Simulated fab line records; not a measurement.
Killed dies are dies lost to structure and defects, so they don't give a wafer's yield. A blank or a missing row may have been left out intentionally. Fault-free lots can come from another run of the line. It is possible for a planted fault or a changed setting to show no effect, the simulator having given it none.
A lot that was struck, set against a sound lot + flow gf180mcu + 15 out of 602 route steps
Sound: these wafers, L244.1, L244.3, L244.6. Struck: wafers L238.2, L238.3, L238.6. The cause is named last.
Order at every step that has rows: each side's tool, ch and its chambers, its first start. Under that, the readings that differ: sound wafers + struck wafers + difference of the means + sigmas: that difference in standard deviations of wafers without a fault.
alike: a reading whose means differ by less than 2 such deviations, as well as words and numbers matching on both sides. not compared: withheld readings; readings where some wafer has no value; bounds like >300 that might hide an equal value; numbers whose values overlap and for which the record gives no deviation.
The two part at a step that has a row with sigmas, a row that says differs or no value, or rows on one side only. When numbers do not overlap yet have no deviation, they are printed without sigmas and do not part them. Lack of a reading on every wafer of one side parts them only where that side has two or more wafers.

first, 6 steps without rows for these wafers: GF_M4_HMDS_08 (prime time 60 s); GF_M4_COAT_09 (resist thk 1000 nm); GF_M4_SOFTBAKE_10 (time 60 s); GF_M4_EXPOSE_11 (exposes mask Metal4, target cd 280 nm); GF_M4_PEB_12 (peb time 90 s); GF_M4_DEVELOP_13 (develop time 60 s).
GF_M4_CD_MEAS_14: target cd 280 nm.
  sound on cdSem-02 at day 28 14:29; struck on cdSem-02 at day 27 00:56
| reading   | sound             | struck            | difference | sigmas |
|-----------|-------------------|-------------------|------------|--------|
| cdNm (nm) | 279.3 279.9 279.7 | 282.1 281.9 282.4 | +2.5       | +2     |
GF_M4_OVL_MEAS_15:
  sound on overlay-02 at day 28 14:36; struck on overlay-01 at day 27 01:03
  alike: M4_OVL
GF_M4_METAL_ETCH_16: etches the open film in Cl2/BCl3, stops on SiO2, target depth 750.8 nm, time 125.1 s.
  sound on rieMetal-02 ch 0,1, day 28 14:38; struck on rieMetal-02 ch 0,1, day 27 01:05
  alike: bcl3FlowSccm, drypumpMotorCurrentA, oesProductAu, throttleValvePct
  not compared: rfHoursCounterH
GF_M4_STRIP_17: strips in O2/N2.
  sound on plasmaAsher-02 ch 0,1, day 28 14:46; struck on plasmaAsher-03 ch 0,1, day 27 01:13
  alike: drypumpMotorCurrentA, heaterPowerW, oesProductAu, stripTimeToEndpointS
  not compared: rfHoursCounterH
then, 2 steps without rows for these wafers: GF_M4_STRIP_18 (strips in post etch residue remover, time 1200 s); GF_M4_CLEAN_19 (cleans in DIW).
GF_V4_CVD_00: deposits SiO2, target thk 600 nm, time 100 s.
  sound on hdpcvd-02 ch 1,2, day 28 15:20; struck on hdpcvd-02 ch 1,2, day 27 01:59
GF_V4_THK_MEAS_01:
  sound on filmMetro-04 at day 28 15:25; struck on filmMetro-04 at day 27 02:17
| reading            | sound       | struck         | difference | sigmas |
|--------------------|-------------|----------------|------------|--------|
| V4_CVD_00_THK (nm) | 595 597 605 | 1204 1216 1212 | +612       | +89    |
GF_PASSIVATION_PROBE_99:
  the record has rows for the sound wafers here (prober-01, day 33 11:01) and none for the struck ones

## WHERE THEY PART
Earliest at GF_M4_CD_MEAS_14; latest, in this record, at GF_PASSIVATION_PROBE_99.

WHY: what had been put in by the simulator
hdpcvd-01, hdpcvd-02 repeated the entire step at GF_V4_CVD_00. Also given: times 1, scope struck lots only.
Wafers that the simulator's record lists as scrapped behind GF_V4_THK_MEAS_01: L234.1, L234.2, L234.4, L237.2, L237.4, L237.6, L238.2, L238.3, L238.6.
